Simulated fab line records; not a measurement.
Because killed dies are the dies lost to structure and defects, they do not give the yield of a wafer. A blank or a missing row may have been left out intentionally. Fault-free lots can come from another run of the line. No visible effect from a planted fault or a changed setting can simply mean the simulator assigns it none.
fab line records | flow sky130
record lots=6 | wafers=18 | last_day=50
route steps=708 shown VIA1@467 PAD_OPEN@708
lots untouched by any fault: they come from a run of this same line in which no faults occurred
start_h: hours from the record's first day to the start of the lot's first wafer shown | wait_h: hours elapsed since this lot's preceding step | " the same as in the row above | L1.1+2: a single row standing in for several wafers | - no value present, or no start provided | * or withheld: withheld | < > ~ a bound
route shown NAME@n: NAME is a module with steps in the file, n the number in the route of the first one | usual: mean/standard deviation of fault-free wafers | same: alike in all rows | chamber/n: place in a boat | sites: per-site readings | _std_site: the standard deviation of these | _edge_site: inner sites' mean taken away from outer sites' mean | radius_mm: for every site, how far away it sits from the centre of the wafer | mask NAME#n: copy n | behind: the tool/chamber that last shaped the wafer | hold: the reason the lot was held/the length of the hold in hours/how it ended | device: names the non-switching transistor (n, p or np) | end of line: the tests these same wafers got at the end of their route | step lacking rows: just its recipe | killed: dies lost to structure and defects at the first sort, not the wafer's yield | map: dies across one wafer; x = killed, . = not, _ = none there
set.NAME: the setting as run; set.NAME@STEP: as run at that earlier step | model.NAME: the simulator's own value behind a step, which no gauge read
a table for each step, a row for each wafer; lots at some steps of the route
services: a tool's chamber out of use, with start hour (start_h, from the record's first day; less than 0 if before it), hours out, and reason
## steps
# step SKY_VIA1_EXPOSE_09
# recipe mask_id=VIM | na=0.8 | source_shape=annular | sigma_inner=0.55 | sigma_outer=0.85 | target_cd_nm=150 | dose_mj=38
# step SKY_VIA1_PEB_10
# recipe peb_temp_c=withheld | peb_time_s=withheld | resist=KrF-thick
# step SKY_VIA1_DEVELOP_11
# recipe develop_time_s=60 | resist=KrF-thick | dev_temp_c=22.07
# step SKY_VIA1_CD_MEAS_12
# recipe target_cd_nm=150
# usual cd_nm=149.3/1.5
lot.wafer | tool      | chamber | start_h | wait_h | cd_nm
L395.4    | cd_sem-02 | -       | 859.70  | -      | 150.0
L395.5    | "         | -       | "       | "      | 149.5
L395.6    | "         | -       | "       | "      | 150.5
L396.1    | cd_sem-02 | -       | 872.40  | -      | 150.2
L396.2    | "         | -       | "       | "      | 150.4
L396.3    | "         | -       | "       | "      | 147.5
L399.1    | cd_sem-02 | -       | 891.33  | -      | 149.3
L399.2    | "         | -       | "       | "      | 152.3
L399.4    | "         | -       | "       | "      | 150.3
L401.2    | cd_sem-02 | -       | 902.47  | -      | 152.1
L401.3    | "         | -       | "       | "      | 151.6
L401.4    | "         | -       | "       | "      | 150.1
L403.2    | cd_sem-02 | -       | 926.57  | -      | 146.7
L403.3    | "         | -       | "       | "      | 148.1
L403.5    | "         | -       | "       | "      | 148.0
L407.1    | cd_sem-01 | -       | 943.53  | -      | 152.3
L407.2    | "         | -       | "       | "      | 152.2
L407.4    | "         | -       | "       | "      | 150.9
# step SKY_VIA1_OVL_MEAS_13
# usual VIA1_OVL=-3/5.1
lot.wafer | tool       | chamber | start_h | wait_h | VIA1_OVL[nm]
L395.4    | overlay-01 | -       | 859.78  | 0.1    | -6
L395.5    | "          | -       | "       | "      | -14
L395.6    | "          | -       | "       | "      | -14
L396.1    | overlay-01 | -       | 872.52  | 0.1    | -6
L396.2    | "          | -       | "       | "      | -10
L396.3    | "          | -       | "       | "      | -5
L399.1    | overlay-02 | -       | 891.45  | 0.1    | -5
L399.2    | "          | -       | "       | "      | -6
L399.4    | "          | -       | "       | "      | -3
L401.2    | overlay-02 | -       | 902.57  | 0.1    | 1
L401.3    | "          | -       | "       | "      | -3
L401.4    | "          | -       | "       | "      | 4
L403.2    | overlay-02 | -       | 926.67  | 0.1    | -8
L403.3    | "          | -       | "       | "      | -9
L403.5    | "          | -       | "       | "      | -4
L407.1    | overlay-02 | -       | 943.65  | 0.1    | -1
L407.2    | "          | -       | "       | "      | -3
L407.4    | "          | -       | "       | "      | 4
# step SKY_VIA1_ETCH_14
# recipe chemistry=N2/H2 | target=BARC | ion_energy_ev=200 | source_w=500 | bias_w=100 | pressure_mtorr=30 | n2_flow_sccm=100 | h2_flow_sccm=200 | stop_on=SiO2 | time_s=45.9 | target_depth_a=600
# usual drypump_motor_current_A=5.7/0.58 | oes_product_au=0.854/0.0047 | throttle_valve_pct=13.224/0.0094
lot.wafer | tool        | chamber | start_h | wait_h | drypump_motor_current_A | oes_product_au | rf_hours_counter_h | throttle_valve_pct
L395.4    | rie_diel-04 | 3       | 859.80  | 0.0    | 6.3                     | 0.848          | 21                 | 13.209
L395.5    | "           | 3       | "       | "      | 6.3                     | 0.859          | -                  | 13.223
L395.6    | "           | 0       | "       | "      | 5.9                     | 0.850          | -                  | 13.234
L396.1    | rie_diel-01 | 1       | 872.55  | 0.0    | 4.9                     | 0.852          | 6                  | 13.236
L396.2    | "           | 0       | "       | "      | 5.8                     | 0.852          | 5                  | 13.220
L396.3    | "           | 2       | "       | "      | 5.1                     | 0.843          | 9                  | 13.232
L399.1    | rie_diel-01 | 3       | 891.48  | 0.0    | 4.8                     | 0.853          | 4                  | 13.221
L399.2    | "           | 0       | "       | "      | 5.8                     | 0.857          | 6                  | 13.232
L399.4    | "           | 2       | "       | "      | 5.1                     | 0.853          | 10                 | 13.243
L401.2    | rie_diel-03 | 2       | 902.60  | 0.0    | 5.7                     | 0.851          | 15                 | 13.221
L401.3    | "           | 3       | "       | "      | 6.0                     | 0.859          | 25                 | 13.214
L401.4    | "           | 0       | "       | "      | 6.3                     | 0.855          | -                  | 13.227
L403.2    | rie_diel-04 | 3       | 926.70  | 0.0    | 6.3                     | 0.857          | 24                 | 13.218
L403.3    | "           | 1       | "       | "      | 6.3                     | 0.854          | 18                 | 13.228
L403.5    | "           | 1       | "       | "      | 6.3                     | 0.856          | -                  | 13.208
L407.1    | rie_diel-04 | 2       | 943.69  | 0.0    | 6.4                     | 0.848          | 19                 | 13.222
L407.2    | "           | 0       | "       | "      | 5.9                     | 0.854          | 10                 | 13.228
L407.4    | "           | 3       | "       | "      | 6.3                     | 0.854          | 24                 | 13.219
# step SKY_VIA1_ETCH_15
# recipe target=SiO2 | chemistry=C4F8/O2/Ar | target_depth_nm=351 | stop_on=TiN | mask_material=KrF-thick | source_w=1500 | bias_w=1200 | pressure_mtorr=40 | c4f8_flow_sccm=withheld | O2_flow_sccm=6 | Ar_flow_sccm=300 | time_s=54
# usual oes_product_au=0.980/0.0059
lot.wafer | tool        | chamber | start_h | wait_h | oes_product_au | rf_hours_counter_h
L395.4    | rie_diel-04 | 3       | 859.84  | 0.0    | 0.989          | 21
L395.5    | "           | 3       | "       | "      | 0.986          | -
L395.6    | "           | 0       | "       | "      | 0.978          | -
L396.1    | rie_diel-01 | 1       | 872.59  | 0.0    | 0.971          | 6
L396.2    | "           | 0       | "       | "      | 0.979          | 5
L396.3    | "           | 2       | "       | "      | 0.968          | 9
L399.1    | rie_diel-01 | 3       | 891.53  | 0.0    | 0.988          | 4
L399.2    | "           | 0       | "       | "      | 0.984          | 6
L399.4    | "           | 2       | "       | "      | 0.988          | 10
L401.2    | rie_diel-03 | 2       | 902.64  | 0.0    | 0.982          | 15
L401.3    | "           | 3       | "       | "      | 0.978          | 25
L401.4    | "           | 0       | "       | "      | 0.988          | -
L403.2    | rie_diel-04 | 3       | 926.74  | 0.0    | 0.988          | 24
L403.3    | "           | 1       | "       | "      | 0.982          | 18
L403.5    | "           | 1       | "       | "      | 0.975          | -
L407.1    | rie_diel-04 | 2       | 943.73  | 0.0    | 0.981          | 19
L407.2    | "           | 0       | "       | "      | 0.976          | 10
L407.4    | "           | 3       | "       | "      | 0.982          | 24
# step SKY_VIA1_STRIP_16
# recipe chemistry=O2/N2 | power_w=1400 | pressure_mtorr=1500 | platen_temp_c=withheld | o2_flow_sccm=3000 | n2_flow_sccm=300 | overash_fraction=0.5
# usual drypump_motor_current_A=5.6/0.37 | oes_product_au=0.416/0.0047 | strip_time_to_endpoint_s=4.460/0.018
lot.wafer | tool            | chamber | start_h | wait_h | drypump_motor_current_A | oes_product_au | rf_hours_counter_h | strip_time_to_endpoint_s
L395.4    | plasma_asher-04 | 0       | 859.92  | 0.1    | 5.6                     | 0.416          | -                  | 4.427
L395.5    | "               | 0       | "       | "      | 5.6                     | 0.410          | -                  | 4.441
L395.6    | "               | 1       | "       | "      | 6.3                     | 0.418          | -                  | 4.443
L396.1    | plasma_asher-01 | 0       | 872.64  | 0.0    | 5.4                     | 0.410          | 43                 | 4.458
L396.2    | "               | 1       | "       | "      | 5.5                     | 0.413          | 43                 | 4.475
L396.3    | "               | 0       | "       | "      | 5.4                     | 0.416          | -                  | 4.466
L399.1    | plasma_asher-01 | 1       | 891.57  | 0.0    | 5.5                     | 0.416          | 45                 | 4.462
L399.2    | "               | 0       | "       | "      | 5.4                     | 0.412          | 45                 | 4.439
L399.4    | "               | 0       | "       | "      | 5.4                     | 0.423          | -                  | 4.443
L401.2    | plasma_asher-01 | 1       | 902.69  | 0.0    | 5.5                     | 0.421          | 46                 | 4.486
L401.3    | "               | 1       | "       | "      | 5.5                     | 0.421          | -                  | 4.497
L401.4    | "               | 0       | "       | "      | 5.4                     | 0.417          | -                  | 4.467
L403.2    | plasma_asher-01 | 1       | 926.79  | 0.0    | 5.5                     | 0.420          | 48                 | 4.442
L403.3    | "               | 1       | "       | "      | 5.5                     | 0.422          | -                  | 4.471
L403.5    | "               | 1       | "       | "      | 5.5                     | 0.412          | -                  | 4.440
L407.1    | plasma_asher-01 | 0       | 943.77  | 0.0    | 5.4                     | 0.421          | 50                 | 4.469
L407.2    | "               | 1       | "       | "      | 5.5                     | 0.415          | 50                 | 4.473
L407.4    | "               | 0       | "       | "      | 5.4                     | 0.411          | -                  | 4.472
# step SKY_VIA1_STRIP_17
# recipe chemistry=post_etch_residue_remover | time_s=1200 | temp_c=72.5
# step SKY_VIA1_CLEAN_18
# recipe chemistry=IPA | time_s=180 | temp_c=25
# step SKY_VIA1_CLEAN_19
# recipe chemistry=O3/DIW | dry=n2_spin
# step SKY_VIA1_SPUTTER_20
# recipe material=TiN | target_thk_nm=20 | chamber_pressure_pa=5 | power_w=4000 | time_s=80
# usual throttle_valve_pct=30.0/1
lot.wafer | tool           | chamber | start_h | wait_h | throttle_valve_pct
L395.4    | pvd_sputter-02 | -       | 860.52  | 0.0    | 29.2
L395.5    | "              | -       | "       | "      | 29.3
L395.6    | "              | -       | "       | "      | 30.7
L396.1    | pvd_sputter-04 | -       | 873.23  | 0.0    | 30.3
L396.2    | "              | -       | "       | "      | 29.7
L396.3    | "              | -       | "       | "      | 29.5
L399.1    | pvd_sputter-03 | -       | 892.17  | 0.0    | 30.5
L399.2    | "              | -       | "       | "      | 30.4
L399.4    | "              | -       | "       | "      | 30.9
L401.2    | pvd_sputter-02 | -       | 903.28  | 0.0    | 31.6
L401.3    | "              | -       | "       | "      | 29.3
L401.4    | "              | -       | "       | "      | 27.7
L403.2    | pvd_sputter-02 | -       | 927.38  | 0.0    | 31.5
L403.3    | "              | -       | "       | "      | 30.7
L403.5    | "              | -       | "       | "      | 27.6
L407.1    | pvd_sputter-02 | -       | 944.37  | 0.0    | 27.8
L407.2    | "              | -       | "       | "      | 31.5
L407.4    | "              | -       | "       | "      | 30.4
# step SKY_VIA1_CVD_21
# recipe material=W | target_thk_nm=270 | time_s=80.902 | temp_c=400 | pressure_torr=40
# usual chamber_pressure_Torr=40.00/0.093 | heater_power_outer_w=552/40 | heater_power_w=915/69
lot.wafer | tool     | chamber | start_h | wait_h | chamber_pressure_Torr | heater_power_outer_w | heater_power_w | since_wet_clean_h
L395.4    | cvd_w-02 | 0       | 860.61  | 0.1    | -                     | -                    | -              | -
L395.5    | "        | 1       | "       | "      | -                     | -                    | -              | -
L395.6    | "        | 0       | "       | "      | -                     | -                    | -              | -
L396.1    | cvd_w-01 | 0       | 873.29  | 0.0    | -                     | -                    | -              | -
L396.2    | "        | 1       | "       | "      | -                     | -                    | -              | -
L396.3    | "        | 0       | "       | "      | -                     | -                    | -              | -
L399.1    | cvd_w-02 | 0       | 892.23  | 0.0    | 40.05                 | 588                  | 934            | 988
L399.2    | "        | 1       | "       | "      | 40.07                 | 501                  | 883            | 988
L399.4    | "        | 1       | "       | "      | 39.99                 | 497                  | 869            | -
L401.2    | cvd_w-02 | 0       | 903.34  | 0.0    | 40.15                 | 606                  | 936            | 999
L401.3    | "        | 0       | "       | "      | 39.98                 | 584                  | 942            | -
L401.4    | "        | 1       | "       | "      | 39.88                 | 508                  | 858            | -
L403.2    | cvd_w-02 | 1       | 927.44  | 0.0    | 40.08                 | 511                  | 852            | 9
L403.3    | "        | 0       | "       | "      | 40.04                 | 567                  | 914            | -
L403.5    | "        | 0       | "       | "      | 40.02                 | 556                  | 892            | -
L407.1    | cvd_w-01 | 1       | 944.43  | 0.0    | 40.00                 | 592                  | 1015           | 540
L407.2    | "        | 0       | "       | "      | 39.96                 | 524                  | 880            | 540
L407.4    | "        | 1       | "       | "      | 40.00                 | 611                  | 1028           | -
# step SKY_VIA1_RS_MEAS_22
# recipe thk_meas_gauge=four-point-probe | reads=W_of_VIA1_CVD_21+TiN_of_VIA1_SPUTTER_20
# usual VIA1_W_RS=0.427/0.0039
lot.wafer | tool          | chamber | start_h | wait_h | hold                     | VIA1_W_RS[ohm/sq]
L395.4    | film_metro-01 | -       | 860.73  | 0.1    | await_dispo/0.2h/release | 57.752
L395.5    | "             | -       | "       | "      | await_dispo/0.2h/release | 56.727
L395.6    | "             | -       | "       | "      | await_dispo/0.2h/release | 57.609
L395.4    | film_metro-01 | -       | 861.02  | 0.3    | -                        | 57.703
L395.5    | "             | -       | "       | "      | -                        | 56.687
L395.6    | "             | -       | "       | "      | -                        | 57.593
L396.1    | film_metro-02 | -       | 873.39  | 0.1    | await_dispo/0.2h/release | 58.938
L396.2    | "             | -       | "       | "      | await_dispo/0.2h/release | 58.723
L396.3    | "             | -       | "       | "      | await_dispo/0.2h/release | 58.459
L396.1    | film_metro-02 | -       | 873.67  | 0.3    | -                        | 58.860
L396.2    | "             | -       | "       | "      | -                        | 58.861
L396.3    | "             | -       | "       | "      | -                        | 58.436
L399.1    | film_metro-03 | -       | 892.32  | 0.1    | -                        | 0.431
L399.2    | "             | -       | "       | "      | -                        | 0.425
L399.4    | "             | -       | "       | "      | -                        | 0.425
L401.2    | film_metro-01 | -       | 903.46  | 0.1    | -                        | 0.434
L401.3    | "             | -       | "       | "      | -                        | 0.429
L401.4    | "             | -       | "       | "      | -                        | 0.427
L403.2    | film_metro-02 | -       | 927.56  | 0.1    | -                        | 0.422
L403.3    | "             | -       | "       | "      | -                        | 0.428
L403.5    | "             | -       | "       | "      | -                        | 0.426
L407.1    | film_metro-01 | -       | 944.52  | 0.1    | -                        | 0.427
L407.2    | "             | -       | "       | "      | -                        | 0.426
L407.4    | "             | -       | "       | "      | -                        | 0.425
# step SKY_PAD_OPEN_PROBE_99
# usual defect_limited_yield=82.2/1.7 | killed_at_M0_to_M3=44/6.3 | killed_at_M4_up=3.1/2 | killed_at_contacts=24/4.8 | killed_at_front_end=15/4.6 | killed_at_other=0.2/0.51 | killed_dies=87/8.4 | killed_open=48/6.4 | killed_short=39/5.9 | sort_bin_3_pad_short=0.9/0.41 | sort_bin_5_function=10.5/1.4 | sort_bin_6_memory=6.3/1.1 | sort_n_pass=405/8.4 | sort_yield_pct=82.2/1.7
# same gross_dies=492 | killed_at_back_side=0 | sort_bin_4_leakage[%]=0 | sort_bin_8_speed[%]=0
lot.wafer | tool      | chamber | start_h | wait_h | defect_limited_yield[%] | killed_at_M0_to_M3 | killed_at_M4_up | killed_at_contacts | killed_at_front_end | killed_at_other | killed_dies | killed_open | killed_short | sort_bin_3_pad_short[%] | sort_bin_5_function[%] | sort_bin_6_memory[%] | sort_n_pass | sort_yield_pct[%]
L403.2    | prober-02 | -       | 1177.10 | 0.1    | 84.8                    | 39                 | 0               | 28                 | 7                   | 1               | 75          | 51          | 24           | 0.8                     | 9.3                    | 5.1                  | 417         | 84.8
L403.3    | prober-02 | -       | 1177.15 | 0.2    | 80.9                    | 41                 | 1               | 37                 | 15                  | 0               | 94          | 59          | 35           | 0.6                     | 11.2                   | 7.3                  | 398         | 80.9
L403.5    | prober-02 | -       | 1177.25 | 0.2    | 81.1                    | 48                 | 4               | 26                 | 15                  | 0               | 93          | 55          | 38           | 1.2                     | 10.4                   | 7.3                  | 399         | 81.1
# killed by level:class
L403.2 CONTACT:geometric_particle:open=13 VIA1:geometric_particle:open=12 VIA3:geometric_particle:open=11 LI_CONTACT:geometric_particle:open=7 CONTACT:geometric_particle:short=4 FIELD_ISO:geometric_particle:open=3 LOCAL_INTERCONNECT:geometric_particle:short=3 METAL1:geometric_particle:short=3
L403.3 CONTACT:geometric_particle:open=12 VIA1:geometric_particle:open=10 LI_CONTACT:geometric_particle:open=9 CONTACT:geometric_particle:short=9 VIA2:geometric_particle:open=8 VIA3:geometric_particle:open=6 FIELD_ISO:geometric_particle:open=5 LI_CONTACT:geometric_particle:short=5
L403.5 LI_CONTACT:geometric_particle:open=10 CONTACT:geometric_particle:open=10 VIA3:geometric_particle:open=9 VIA1:geometric_particle:short=8 METAL2:geometric_particle:short=7 VIA2:geometric_particle:open=7 FIELD_ISO:geometric_particle:open=5 CONTACT:geometric_particle:short=4
## services
tool            | chamber | start_h | hours | kind
rie_diel-04     | 2       | 836.92  | 4.7   | repair
rie_diel-04     | -       | 837.82  | 1.1   | repair
rie_diel-04     | -       | 838.34  | 0.4   | repair
rie_diel-04     | -       | 844.92  | 2.8   | pm
rie_diel-03     | 3       | 851.24  | 16.1  | repair
plasma_asher-04 | -       | 862.17  | 14.6  | pm
rie_diel-04     | 1       | 865.57  | 4.9   | repair
rie_diel-04     | 0       | 871.75  | 2.6   | repair
cvd_w-01        | 0       | 874.94  | 3.7   | repair
pvd_sputter-04  | -       | 883.94  | 1.9   | repair
cvd_w-01        | 0       | 889.31  | 4.1   | repair
rie_diel-03     | 1       | 902.48  | 5.8   | repair
pvd_sputter-02  | -       | 903.76  | 0.9   | repair
cvd_w-02        | -       | 904.00  | 14.0  | pm
cvd_w-02        | 0       | 904.00  | 14.0  | vent_cycle
cvd_w-02        | 1       | 904.00  | 14.0  | vent_cycle
pvd_sputter-03  | -       | 911.61  | 21.2  | repair
rie_diel-04     | -       | 913.02  | 4.7   | repair
rie_diel-03     | 3       | 917.85  | -     | clean
rie_diel-03     | 3       | 917.85  | 16.4  | scheduled_down
rie_diel-03     | 3       | 917.85  | 16.4  | vent_cycle
cvd_w-02        | 0       | 918.00  | -     | clean
cvd_w-02        | 1       | 918.00  | -     | clean
rie_diel-01     | 0       | 923.02  | 3.5   | repair
## key
first_sign step=SKY_VIA1_CVD_21 | reading=tool_record | direction=missing
effect step=SKY_VIA1_RS_MEAS_22 | reading=visit | direction=added
effect step=SKY_VIA1_RS_MEAS_22 | reading=VIA1_W_RS | direction=up | sigmas=99+ | usual=0.427 | struck=58.035
met_at SKY_VIA1_CVD_21
struck_wafers L395.4,L395.5,L395.6,L396.1,L396.2,L396.3
scrapped_behind SKY_VIA1_RS_MEAS_22 L395.4,L395.5,L395.6,L396.1,L396.2,L396.3
fault kind=skipped_step_whole | tool=cvd_w-01,cvd_w-02 | chamber=- | onset_h=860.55 | steps=SKY_VIA1_CVD_21 | scope=struck_lots_only
